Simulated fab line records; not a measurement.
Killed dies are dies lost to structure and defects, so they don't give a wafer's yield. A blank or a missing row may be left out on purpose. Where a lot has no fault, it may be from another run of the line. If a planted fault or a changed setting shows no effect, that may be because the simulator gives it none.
The tool behind it: which one? ; flow gf180mcu ; 7 lots (21 wafers sampled), 1 step of a 602-step route

WHAT THE GAUGES SHOWED, per wafer
GF_M1_CD_MEAS_14: target cd 230 nm.
lot;measured;on;cdNm (nm)
L653;day 17 06:10;cdSem-01;229.9 230.3 229.2
L662;day 20 21:18;cdSem-01;230.5 230.7 230.5
L665;day 21 22:56;cdSem-02;229.1 229.6 228.8
L669;day 23 07:17;cdSem-01;230.4 230.8 230.6
L671;day 23 22:04;cdSem-01;229.7 228.7 228.5
L673;day 24 13:56;cdSem-01;230.4 230.4 229.3
L675;day 25 01:12;cdSem-01;231.0 230.2 230.6

TOOL THAT RAN EACH LOT (tool first, then ch and the chambers of the sampled wafers, then the start)
The record shows no process step preceding these readings.

THE ANSWER, worked out from the rows above alone
Rule: the usual values come from the lots themselves. The widest of any qualifying gaps counts: lots, ordered by their means at a reading, are off when they make up no more than a third of the lots, leave a main group of 4 or more, and stand apart from it by 3 or more times the standard deviation of that group's means. A main group whose means are all the same, to the digits that the tables above print for the reading, isn't used. Also off: a lot with no number at a reading for which 4 or more lots have one. All remaining lots with rows at the step are treated as sound.
None of the lots is off at any reading shown; this tells nothing.

WHAT HAD BEEN PUT IN BY THE SIMULATOR
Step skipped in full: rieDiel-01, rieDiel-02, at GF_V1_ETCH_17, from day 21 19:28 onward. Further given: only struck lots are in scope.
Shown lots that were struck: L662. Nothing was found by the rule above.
